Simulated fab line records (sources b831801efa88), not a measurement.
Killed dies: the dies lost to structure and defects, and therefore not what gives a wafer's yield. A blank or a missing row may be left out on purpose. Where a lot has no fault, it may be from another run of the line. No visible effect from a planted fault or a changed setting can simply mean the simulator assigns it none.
fab line records	flow gf180mcu	part 2 of 2: steps 28 to 40 of 40
record: lots: 5	wafers: 15	last_day: 34
route steps=602 shown STI@11 DNWELL@32 NWELL@42
lots that met no fault: taken from a fault-free run of the same line
start_h: hours from the record's opening day to when the first of the lot's shown wafers began	wait_h: how many hours have passed since the lot's step before this one	" identical to the entry in the row above	L1.1+2: one row covering several wafers at once	- no value present, or no start provided	* or withheld: withheld	< > ~ a bound
route shown NAME@n: NAME is a module with steps in the file, n the number in the route of the first one	usual: mean/standard deviation taken from wafers without a fault	same: alike in all rows	chamber/n: place in a boat	sites: readings site by site	_std_site: the standard deviation of these	_edge_site: mean of outer sites minus mean of inner sites	radius_mm: how far each site lies from the wafer's centre	mask NAME#n: copy n	behind: the most recent tool/chamber to have shaped the wafer	hold: why the lot was held/for how many hours/how that ended	device: whichever transistor did not switch (one of n, p or np)	end of line: tests of these same wafers at the route's end	for a step that has no rows: nothing shown but its recipe	killed: dies that structure and defects cost at the first sort, which is not the same as the wafer's yield	map: a wafer's dies, x killed, . not, _ none there
set.NAME: setting as actually run; set.NAME@STEP: the setting as run at that earlier step	model.NAME: the simulator's own value behind a step, which no gauge read
certain route steps with their lots: each step a table, each wafer a row
services: a tool's chamber out of use, with start hour (start_h, from the record's first day; less than 0 if before it), hours out, and reason
== steps ==
step: GF_DNWELL_DEVELOP_06
recipe: wall_angle_deg: 90	develop_time_s: 60	dev_temp_c: 23
usual: developer_temp_C: 23.01/0.1
lot.wafer	tool	chamber	start_h	wait_h	developer_temp_C
L077.1	litho_track-03	0	-	-	23.14
L077.3	"	0	"	"	22.97
L077.6	"	0	"	"	23.01
L078.1	litho_track-02	0	-	-	23.05
L078.5	"	0	"	"	23.15
L078.6	"	0	"	"	23.17
L087.2	litho_track-03	0	-	-	22.83
L087.3	"	0	"	"	22.83
L087.6	"	0	"	"	22.90
L091.2	litho_track-03	0	-	-	22.87
L091.3	"	0	"	"	23.04
L091.4	"	0	"	"	23.12
L093.2	litho_track-01	0	-	-	22.93
L093.3	"	0	"	"	23.01
L093.5	"	0	"	"	22.87
step: GF_DNWELL_IMPLANT_07
recipe: species: P	energy_kev: 1500	dose_cm2: 1e+13	tilt_deg: 0
usual: faraday_current_uA: 56.4/0.94
lot.wafer	tool	chamber	start_h	wait_h	faraday_current_uA
L077.1	implanter-01	0	60.62	-	57.2
L077.3	"	0	"	"	55.6
L077.6	"	0	"	"	56.4
L078.1	implanter-02	0	64.22	-	56.5
L078.5	"	0	"	"	57.5
L078.6	"	0	"	"	57.4
L087.2	implanter-01	0	110.64	-	55.5
L087.3	"	0	"	"	55.9
L087.6	"	0	"	"	55.1
L091.2	implanter-01	0	135.79	-	56.1
L091.3	"	0	"	"	57.9
L091.4	"	0	"	"	56.2
L093.2	implanter-02	0	145.95	-	56.1
L093.3	"	0	"	"	56.0
L093.5	"	0	"	"	58.2
step: GF_DNWELL_STRIP_08
recipe: chemistry: O2/N2	power_w: 1400	pressure_mtorr: 1500	platen_temp_c: 250	o2_flow_sccm: 3000	n2_flow_sccm: 300	overash_fraction: 0.5
usual: drypump_motor_current_A: 6.0/0.53	heater_power_w: 354/24	o2_flow_sccm: 3002/8.7	oes_product_au: 0.723/0.0048	strip_time_to_endpoint_s: 36.93/0.1
lot.wafer	tool	chamber	start_h	wait_h	drypump_motor_current_A	heater_power_w	o2_flow_sccm	oes_product_au	rf_hours_counter_h	strip_time_to_endpoint_s
L077.1	plasma_asher-02	1	60.77	0.1	5.9	410	2992	0.727	41	37.06
L077.3	"	0	"	"	5.0	345	2998	0.718	-	36.92
L077.6	"	1	"	"	5.9	400	2998	0.728	-	37.00
L078.1	plasma_asher-01	1	64.37	0.1	6.3	342	3021	0.726	28	37.04
L078.5	"	1	"	"	6.2	350	3000	0.720	-	37.05
L078.6	"	0	"	"	6.6	350	2996	0.724	-	37.11
L087.2	plasma_asher-01	1	110.77	0.1	6.2	347	3012	0.723	33	36.89
L087.3	"	1	"	"	6.2	345	2981	0.723	-	36.83
L087.6	"	1	"	"	6.3	344	2998	0.722	-	36.88
L091.2	plasma_asher-02	0	135.91	0.1	5.0	346	3015	0.718	49	36.77
L091.3	"	0	"	"	5.0	346	3004	0.728	-	36.76
L091.4	"	1	"	"	5.9	391	3010	0.719	-	36.64
L093.2	plasma_asher-04	0	146.07	0.1	6.2	314	3002	0.720	50	37.04
L093.3	"	1	"	"	6.4	343	2996	0.721	-	36.99
L093.5	"	1	"	"	6.4	351	2999	0.718	-	36.93
step: GF_DNWELL_TW_MEAS_09
usual: DNWELL_TW: 1368/9.1
lot.wafer	tool	chamber	start_h	wait_h	DNWELL_TW
L077.1	film_metro-02	-	60.87	0.1	1366
L077.3	"	-	"	"	1360
L077.6	"	-	"	"	1367
L078.1	film_metro-04	-	64.47	0.1	1373
L078.5	"	-	"	"	1371
L078.6	"	-	"	"	1377
L087.2	film_metro-01	-	110.88	0.1	1370
L087.3	"	-	"	"	1372
L087.6	"	-	"	"	1371
L091.2	film_metro-04	-	136.02	0.1	1370
L091.3	"	-	"	"	1365
L091.4	"	-	"	"	1362
L093.2	film_metro-02	-	146.18	0.1	1368
L093.3	"	-	"	"	1364
L093.5	"	-	"	"	1361
step: GF_NWELL_DEHYDRATE_00
recipe: temp_c: 200	time_s: 60
lot.wafer	tool	chamber	start_h	wait_h
L077.1+3+6	litho_track-01	0	66.28	5.4
L078.1+5+6	litho_track-01	0	70.58	6.1
L087.2+3+6	litho_track-04	0	117.39	6.5
L091.2+3+4	litho_track-01	0	143.40	7.4
L093.2+3+5	litho_track-03	0	153.14	6.9
step: GF_NWELL_HMDS_01
recipe: prime_time_s: 60	prime_temp_c: 120
lot.wafer	tool	chamber	start_h	wait_h
L077.1+3+6	litho_track-01	0	66.43	0.1
L078.1+5+6	litho_track-01	0	70.73	0.1
L087.2+3+6	litho_track-04	0	117.54	0.1
L091.2+3+4	litho_track-01	0	143.55	0.1
L093.2+3+5	litho_track-03	0	153.29	0.1
step: GF_NWELL_COAT_02
recipe: spin_rpm: 2000	resist_thk_nm: 3000
lot.wafer	tool	chamber	start_h	wait_h
L077.1+3+6	litho_track-01	0	66.58	0.1
L078.1+5+6	litho_track-01	0	70.88	0.1
L087.2+3+6	litho_track-04	0	117.69	0.1
L091.2+3+4	litho_track-01	0	143.70	0.1
L093.2+3+5	litho_track-03	0	153.44	0.1
step: GF_NWELL_SOFTBAKE_03
recipe: temp_c: 110	time_s: withheld
lot.wafer	tool	chamber	start_h	wait_h
L077.1+3+6	litho_track-01	0	66.73	0.1
L078.1+5+6	litho_track-01	0	71.03	0.1
L087.2+3+6	litho_track-04	0	117.85	0.1
L091.2+3+4	litho_track-01	0	143.86	0.1
L093.2+3+5	litho_track-03	0	153.60	0.1
step: GF_NWELL_EXPOSE_04
recipe: mask_id: Nwell	target_cd_nm: 860	na: 0.6	source_shape: conventional	sigma_outer: 0.6	dose_mj: 260
same: na: 0.6	sigma_outer: 0.6
lot.wafer	tool	chamber	start_h	wait_h	mask
L077.1+3+6	iline_stepper-02	0	-	-	Nwell#0
L078.1+5+6	iline_stepper-02	0	-	-	Nwell#0
L087.2+3+6	iline_stepper-02	0	-	-	Nwell#0
L091.2+3+4	iline_stepper-01	0	-	-	Nwell#0
L093.2+3+5	iline_stepper-01	0	-	-	Nwell#0
step: GF_NWELL_PEB_05
recipe: temp_c: 115	time_s: withheld
lot.wafer	tool	chamber	start_h	wait_h
L077.1+3+6	litho_track-01	0	-	-
L078.1+5+6	litho_track-01	0	-	-
L087.2+3+6	litho_track-01	0	-	-
L091.2+3+4	litho_track-03	0	-	-
L093.2+3+5	litho_track-01	0	-	-
step: GF_NWELL_DEVELOP_06
recipe: wall_angle_deg: 90	develop_time_s: 60	dev_temp_c: 23
usual: developer_temp_C: 23.03/0.092
lot.wafer	tool	chamber	start_h	wait_h	developer_temp_C
L077.1	litho_track-01	0	-	-	23.13
L077.3	"	0	"	"	23.16
L077.6	"	0	"	"	23.12
L078.1	litho_track-01	0	-	-	23.05
L078.5	"	0	"	"	22.95
L078.6	"	0	"	"	23.08
L087.2	litho_track-01	0	-	-	22.83
L087.3	"	0	"	"	22.91
L087.6	"	0	"	"	22.91
L091.2	litho_track-03	0	-	-	23.07
L091.3	"	0	"	"	23.13
L091.4	"	0	"	"	23.11
L093.2	litho_track-01	0	-	-	22.94
L093.3	"	0	"	"	23.10
L093.5	"	0	"	"	23.02
step: GF_NWELL_OVL_MEAS_07
usual: NWELL_OVL: -0.1/1.1
lot.wafer	tool	chamber	start_h	wait_h	NWELL_OVL[nm]
L077.1	overlay-01	-	73.73	-	0.7
L077.3	"	-	"	"	0.3
L077.6	"	-	"	"	-1.1
L078.1	overlay-02	-	77.93	-	2.5
L078.5	"	-	"	"	1.1
L078.6	"	-	"	"	1.1
L087.2	overlay-02	-	124.93	-	-0.2
L087.3	"	-	"	"	-0.2
L087.6	"	-	"	"	2.3
L091.2	overlay-02	-	151.52	-	0.1
L091.3	"	-	"	"	-1.7
L091.4	"	-	"	"	1.2
L093.2	overlay-02	-	161.88	-	-2.0
L093.3	"	-	"	"	-0.7
L093.5	"	-	"	"	0.5
step: GF_NWELL_IMPLANT_08
recipe: species: P	energy_kev: 450	dose_cm2: 1.446e+13	tilt_deg: 0
usual: faraday_current_uA: 81.6/1.7
lot.wafer	tool	chamber	start_h	wait_h	faraday_current_uA
L077.1	implanter-04	0	73.76	0.0	81.4
L077.3	"	0	"	"	81.8
L077.6	"	0	"	"	81.6
L078.1	implanter-04	0	77.96	0.0	83.5
L078.5	"	0	"	"	79.3
L078.6	"	0	"	"	82.0
L087.2	implanter-04	0	124.99	0.0	82.2
L087.3	"	0	"	"	81.2
L087.6	"	0	"	"	81.0
L091.2	implanter-03	0	151.58	0.0	82.6
L091.3	"	0	"	"	79.1
L091.4	"	0	"	"	83.3
L093.2	implanter-02	0	161.93	0.0	81.1
L093.3	"	0	"	"	82.3
L093.5	"	0	"	"	79.8
== services ==
tool	chamber	start_h	hours	kind
implanter-01	-	20.57	5.0	pm
rie_si-01	2	21.34	5.0	repair
furnace-02	-	22.69	4.1	pm
iline_stepper-01	-	31.64	5.6	repair
rie_diel-03	2	32.60	2.2	repair
rie_diel-03	0	34.30	3.6	repair
rie_diel-02	3	37.06	8.3	repair
cmp-02	-	44.22	0.9	repair
iline_stepper-02	-	53.56	1.7	pm
wet_bench-01	-	54.12	1.9	pm
hdpcvd-01	-	60.54	1.4	repair
cmp-02	-	64.17	4.0	pm
cmp-02	-	69.02	12.2	repair
cmp-02	-	74.47	6.3	repair
cmp-01	-	77.76	0.3	repair
wet_bench-04	-	78.23	1.5	repair
cmp-02	-	88.29	2.7	repair
cmp-01	-	93.43	5.9	pm
implanter-02	-	93.57	24.0	repair
rie_diel-02	1	98.22	9.3	repair
furnace-01	-	112.45	2.4	pm
hdpcvd-01	1	113.41	6.3	repair
furnace-01	-	126.71	2.9	pm
hdpcvd-01	-	126.87	1.4	repair
